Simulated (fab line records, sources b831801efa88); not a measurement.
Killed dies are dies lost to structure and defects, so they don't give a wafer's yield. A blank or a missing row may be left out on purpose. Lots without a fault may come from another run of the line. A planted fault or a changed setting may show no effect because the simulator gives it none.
Which tool did it? | flow gf180mcu | 13 lots, 38 wafers sampled, at 2 steps of a route of 602

WHAT THE GAUGES READ, wafer by wafer
GF_V4_THK_MEAS_03.
lot  | measured     | on            | V4_CVD_02_THK (nm)
L263 | day 23 12:29 | film_metro-04 | 842 833 844
L264 | day 23 18:13 | film_metro-01 | 840 844 861
L265 | day 24 04:37 | film_metro-03 | 859 840 852
L266 | day 24 09:37 | film_metro-01 | 842 869 864
L270 | day 25 23:20 | film_metro-01 | 857 844 845
L271 | day 26 05:06 | film_metro-03 | 835 864 835
L272 | day 26 11:38 | film_metro-03 | 854 850 852
L275 | day 27 12:35 | film_metro-04 | 844 837 858
L276 | day 27 17:06 | film_metro-01 | 865 867 877
L278 | day 28 21:22 | film_metro-01 | 875 864 842
L279 | day 28 23:44 | film_metro-04 | 833 846 860
L285 | day 30 12:13 | film_metro-04 | 832 840 851
L286 | day 30 20:05 | film_metro-03 | 832 838

WHICH TOOL RAN EACH LOT (tool, then ch and the chambers of the sampled wafers, then the start)
lot  | GF_V3_ETCH_17
L263 | rie_diel-02 ch 1,2, day 23 12:29 or earlier
L264 | rie_diel-02 ch 0,3, day 23 18:13 or earlier
L265 | rie_diel-03 ch 1,2,3, day 24 04:37 or earlier
L266 | rie_diel-02 ch 0,2,3, day 24 09:37 or earlier
L270 | rie_diel-03 ch 0,1, day 25 23:20 or earlier
L271 | rie_diel-04 ch 0,1,3, day 26 05:06 or earlier
L272 | rie_diel-03 ch 0,1,3, day 26 11:38 or earlier
L275 | rie_diel-04 ch 1,2,3, day 27 12:35 or earlier
L276 | rie_diel-04 ch 0,1,3, day 27 17:06 or earlier
L278 | rie_diel-03 ch 0,2,3, day 28 21:22 or earlier
L279 | rie_diel-04 ch 2,3, day 28 23:44 or earlier
L285 | rie_diel-04 ch 0,1,3, day 30 12:13 or earlier
L286 | rie_diel-04 ch 0,2, day 30 20:05 or earlier
- GF_V3_ETCH_17: etches SiO2 in C4F8/O2/Ar, stops on TiN, target depth 635 nm.

WHAT THE TOOLS THEMSELVES READ (means of the sampled wafers that have a number; where no wafer has one, the mark that the record gives instead)
GF_V3_ETCH_17.
lot  | tool        | oes_product_au (a.u.)
L263 | rie_diel-02 | 0.858
L264 | rie_diel-02 | 0.856
L265 | rie_diel-03 | 0.858
L266 | rie_diel-02 | 0.847
L270 | rie_diel-03 | 0.854
L271 | rie_diel-04 | 0.856
L272 | rie_diel-03 | 0.857
L275 | rie_diel-04 | 0.853
L276 | rie_diel-04 | 0.854
L278 | rie_diel-03 | 0.852
L279 | rie_diel-04 | 0.858
L285 | rie_diel-04 | 0.859
L286 | rie_diel-04 | 0.856

THE ANSWER, worked out from the rows above alone
Rule: what is usual is taken from the lots themselves. Put in order of their means at a reading, lots are off if they are a third of the lots or fewer, leave a main group of 4 or more, and stand apart from it by a gap of 3 or more times the standard deviation of the main group's means; of several such gaps the widest counts. A main group whose means are all the same, to the digits that the tables above print for the reading, isn't used. A lot without any number at a reading at which 4 lots or more have one is off too. The other lots that the step has rows for count as sound. The gauges are gone through in route order, then the tools' own readings, and for those a lot's mean is taken as printed above. The first step at which some lot is off is used, and at that step the reading that is off furthest; a lot without a number counts as furthest.
No lot is off at any reading shown: from this, nothing can be told.

WHAT THE SIMULATOR HAD PUT IN
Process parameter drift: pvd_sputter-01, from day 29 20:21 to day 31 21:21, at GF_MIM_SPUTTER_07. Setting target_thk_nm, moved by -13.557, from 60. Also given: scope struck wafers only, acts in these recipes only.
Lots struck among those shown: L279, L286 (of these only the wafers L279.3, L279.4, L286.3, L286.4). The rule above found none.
